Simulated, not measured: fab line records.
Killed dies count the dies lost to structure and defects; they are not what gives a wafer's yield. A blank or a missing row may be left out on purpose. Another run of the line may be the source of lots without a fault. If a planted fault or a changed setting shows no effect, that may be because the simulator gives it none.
What tool caused it? | flow sky130 | Sampling: 15 lots, 44 wafers, 4 of 708 route steps

== WHAT EACH GAUGE READ, for each wafer ==
SKY_GATE_OXIDE_THK_MEAS_02.
lot  | measured     | on            | GATE_OXIDE_OXIDATION_00_THK (nm)
L235 | day 12 21:06 | film metro-04 | 10.38 10.62 10.49
L236 | day 13 02:35 | film metro-01 | 10.33 10.38 10.41
L237 | day 13 10:47 | film metro-01 | 9.85 10.02 10.19
L240 | day 14 19:13 | film metro-01 | 10.43 10.67 10.66
L244 | day 17 05:57 | film metro-01 | 9.34 9.33 9.42 9.38 9.34 9.37
L245 | day 17 05:57 | film metro-04 | 9.41 9.37 9.46 9.44 9.40 9.33
L246 | day 17 10:11 | film metro-04 | 10.55 10.48
L247 | day 17 10:09 | film metro-01 | 10.40 10.27 10.38
L248 | day 17 19:47 | film metro-04 | 9.56 9.36 9.58 9.52 9.43 9.59
L250 | day 18 05:10 | film metro-01 | 10.29 10.27 10.39
L252 | day 18 22:22 | film metro-04 | 10.11 10.31 10.12
L253 | day 19 06:19 | film metro-02 | 9.96 10.23 10.21
L255 | day 19 18:20 | film metro-04 | 10.21 10.00 10.27
L256 | day 19 23:00 | film metro-01 | 10.04 9.99 10.16
L257 | day 20 15:21 | film metro-01 | 10.31 10.11 10.12

SKY_LI_CONTACT_RS_MEAS_22: a four-point-probe measurement.
lot  | measured     | on            | LI_CONTACT_W_RS (ohm/sq)
L235 | day 29 04:02 | film metro-04 | 0.286 0.283 0.284
L236 | day 29 15:17 | film metro-04 | 0.279 0.289 0.291
L237 | day 29 23:55 | film metro-04 | 0.285 0.282 0.288
L240 | day 31 16:19 | film metro-02 | 0.276 0.290 0.289
L244 | day 33 11:53 | film metro-02 | 0.276 0.288 0.279
L245 | day 33 13:21 | film metro-02 | 0.280 0.282 0.287
L246 | day 33 17:19 | film metro-04 | 0.285 0.290
L247 | day 33 17:56 | film metro-02 | 0.286 0.273 0.288
L248 | day 34 00:51 | film metro-04 | 0.287 0.276 0.287
L250 | day 34 06:46 | film metro-04 | 0.289 0.289 0.284
L252 | day 35 00:10 | film metro-04 | 0.287 0.286 0.284
L253 | day 35 06:19 | film metro-02 | 0.286 0.288 0.281
L255 | day 35 17:38 | film metro-02 | 0.276 0.284 0.282
L256 | day 35 21:45 | film metro-04 | 0.276 0.279 0.289
L257 | day 36 10:05 | film metro-04 | 0.282 0.284 0.282

SKY_CONTACT_OVL_MEAS_15.
lot  | measured     | on         | CONTACT_OVL (nm)
L235 | day 31 13:55 | overlay-02 | 1 0 5
L236 | day 32 00:23 | overlay-02 | -10 -8 -19
L237 | day 32 08:02 | overlay-01 | 8 -6 1
L240 | day 33 22:49 | overlay-02 | 2 -4 0
L244 | day 35 19:12 | overlay-01 | -8 -9 -2
L245 | day 35 20:57 | overlay-02 | 2 -4 -2
L246 | day 35 23:44 | overlay-01 | 3 2
L247 | day 36 01:09 | overlay-02 | -11 -10 -1
L248 | day 36 07:31 | overlay-01 | 4 1 0
L250 | day 36 14:22 | overlay-01 | -1 3 -5
L252 | day 37 06:47 | overlay-01 | -8 -11 -3
L253 | day 37 11:52 | overlay-01 | -2 -5 7
L255 | day 38 00:51 | overlay-01 | -3 -10 -3
L256 | day 38 03:29 | overlay-02 | 4 -6 5
L257 | day 38 16:07 | overlay-01 | 5 -3 10

== EACH LOT AND THE TOOL THAT RAN IT (in order: tool; ch and the chambers of the sampled wafers; start) ==
lot  | SKY_GATE_OXIDE_OXIDATION_01
L235 | furnace-02 ch 0, day 12 19:41
L236 | furnace-02 ch 0, day 13 01:09
L237 | furnace-02 ch 0, day 13 09:22
L240 | furnace-01 ch 0, day 14 17:49
L244 | furnace-02 ch 0, day 17 04:32
L245 | furnace-02 ch 0, day 17 04:32
L246 | furnace-01 ch 0, day 17 08:44
L247 | furnace-01 ch 0, day 17 08:44
L248 | furnace-02 ch 0, day 17 18:22
L250 | furnace-01 ch 0, day 18 03:44
L252 | furnace-01 ch 0, day 18 20:58
L253 | furnace-01 ch 0, day 19 04:53
L255 | furnace-01 ch 0, day 19 16:55
L256 | furnace-01 ch 0, day 19 21:35
L257 | furnace-01 ch 0, day 20 13:56
- SKY_GATE_OXIDE_OXIDATION_01: stabilise 600 s, purge 300 s, target thk 10.268 nm.

== AS READ BY THE TOOLS THEMSELVES (means over the sampled wafers that have a number; for cases with no such wafer, the mark the record gives instead) ==
SKY_GATE_OXIDE_OXIDATION_01.
lot  | tool       | spike tc top C (C)
L235 | furnace-02 | 913.4
L236 | furnace-02 | 913.4
L237 | furnace-02 | 912.9
L240 | furnace-01 | 914.2
L244 | furnace-02 | 913.7
L245 | furnace-02 | 913.5
L246 | furnace-01 | 915.5
L247 | furnace-01 | 914.6
L248 | furnace-02 | 912.7
L250 | furnace-01 | 915.8
L252 | furnace-01 | 913.7
L253 | furnace-01 | 914.3
L255 | furnace-01 | 914.4
L256 | furnace-01 | 914.7
L257 | furnace-01 | 914.0

== THE ANSWER, worked out from the rows above alone ==
Rule: what is usual is taken from the lots themselves. Put in order of their means at a reading, lots are off if they are a third of the lots or fewer, leave a main group of 4 or more, and stand apart from it by a gap of 3 or more times the standard deviation of the main group's means; of several such gaps the widest counts. If all means in a main group match to the digits the tables above print for the reading, that group is not used. Also off: a lot with no number at a reading for which 4 or more lots have one. Any other lot the step has rows for is counted as sound. The gauges are gone through in route order, then the tools' own readings, and for those a lot's mean is taken as printed above. At the first step where some lot is off, the reading lying furthest off is the one used; lots without a number count as furthest.
No lot is off at any reading shown: from this, nothing can be told.

== WHAT THE SIMULATOR PUT IN ==
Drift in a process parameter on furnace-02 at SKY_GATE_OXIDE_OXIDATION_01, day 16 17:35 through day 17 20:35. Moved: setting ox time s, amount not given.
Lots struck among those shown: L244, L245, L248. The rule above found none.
